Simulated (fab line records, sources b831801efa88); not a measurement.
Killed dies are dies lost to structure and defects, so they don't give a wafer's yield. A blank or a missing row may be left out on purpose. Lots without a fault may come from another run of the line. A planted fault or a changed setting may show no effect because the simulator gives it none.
One fault seen from 2 desks | flow sky130 | each desk has only its own numbers; what lay behind them comes last

THE METROLOGY DESK
What the gauges read, lot by lot, whatever tool the lot ran on: means of the sampled wafers that have a number. A lot is out of limits, marked OUT, if its mean lies more than 4 standard deviations from the usual mean; the brackets give that distance.
Columns: A = POLY_GATE_CVD_00_THK at SKY_POLY_GATE_THK_MEAS_01, usual 180.8 nm
lot  | first seen here | A
L185 | day 16 00:05    | 180.8
L186 | day 16 10:26    | 180.3
L188 | day 16 22:01    | 180.9
L189 | day 17 16:47    | 179.3
L190 | day 17 16:47    | 180.6
L191 | day 18 03:07    | 118.1 (-37) OUT
L192 | day 18 10:59    | 117.1 (-37) OUT
L200 | day 21 08:17    | 181.8
L201 | day 21 18:42    | 181.7
L202 | day 21 23:18    | 181.6
This desk's finding: out of limits on L191, L192; first on L191, day 18 03:07 (POLY_GATE_CVD_00_THK at SKY_POLY_GATE_THK_MEAS_01). In limits: L185, L186, L188, L189, L190, L200, L201, L202.

THE TOOL OWNER'S DESK: lpcvd-01
The tool's own readings at SKY_POLY_GATE_CVD_00 (deposits poly-Si, target thk 180 nm, time 720 s): means of the sampled wafers that have a number, for each lot that ran on this tool. A lot is out of limits, marked OUT, if its mean lies more than 4 standard deviations from the usual mean; the brackets give that distance.
Columns: A = spike_tc_bottom_C at SKY_POLY_GATE_CVD_00, usual 640.9 C; B = spike_tc_centre_C at SKY_POLY_GATE_CVD_00, usual 620.4 C; C = spike_tc_lower_C at SKY_POLY_GATE_CVD_00, usual 621.1 C; D = spike_tc_top_C at SKY_POLY_GATE_CVD_00, usual 635.6 C; E = spike_tc_upper_C at SKY_POLY_GATE_CVD_00, usual 620.2 C; F = susceptor_temp_C at SKY_POLY_GATE_CVD_00, usual 620.01 C; G = zone_power_lower_pct at SKY_POLY_GATE_CVD_00, usual 8.53 %
lot  | first seen here | A               | B               | C               | D               | E               | F                | G
L185 | day 15 22:53    | 639.9           | 620.4           | 619.9           | 633.2           | 617.6           | 620.28           | 8.71
L186 | day 16 09:12    | 641.5           | 619.7           | 622.7           | 636.7           | 621.7           | 620.15           | 8.42
L188 | day 16 20:49    | 639.4           | 621.2           | 619.8           | 634.2           | 619.2           | 619.90           | 8.88
L189 | day 17 15:35    | 642.9           | 619.4           | 622.3           | 637.6           | 621.7           | 620.06           | 8.50
L190 | day 17 15:35    | 642.7           | 620.2           | 622.2           | 637.0           | 621.4           | 619.81           | 8.36
L191 | day 18 01:55    | 621.3 (-14) OUT | 602.0 (-18) OUT | 602.3 (-13) OUT | 616.3 (-12) OUT | 599.6 (-14) OUT | 601.64 (-66) OUT | 8.21
L192 | day 18 09:11    | 623.4 (-12) OUT | 601.6 (-19) OUT | 603.0 (-13) OUT | 619.5 (-10) OUT | 603.3 (-11) OUT | 601.46 (-66) OUT | 7.93
L200 | day 21 07:04    | 639.5           | 619.9           | 619.6           | 634.7           | 618.5           | 620.29           | 8.71
L201 | day 21 17:29    | 639.5           | 620.5           | 619.6           | 633.8           | 619.2           | 619.77           | 8.76
L202 | day 21 22:06    | 641.8           | 620.6           | 622.7           | 635.9           | 620.2           | 619.98           | 8.43
This desk's finding: out of limits on L191, L192; first on L191, day 18 01:55 (spike_tc_bottom_C at SKY_POLY_GATE_CVD_00). In limits: L185, L186, L188, L189, L190, L200, L201, L202.

PUT TOGETHER
The tool owner's desk could have raised an alarm at day 18 01:55, on L191, L192.
The metrology desk could have raised an alarm at day 18 03:07, on L191, L192.
Of the lots named, all ran SKY_POLY_GATE_CVD_00 on lpcvd-01.

WHAT THE SIMULATOR HAD PUT IN
Process parameter drift: lpcvd-01, from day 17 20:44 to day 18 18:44, at SKY_POLY_GATE_CVD_00. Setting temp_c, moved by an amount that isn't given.
Lots struck among those shown: L191, L192.
Hours from the fault's start to each desk's first reading out of limits: the tool owner's desk, 5; the metrology desk, 6.
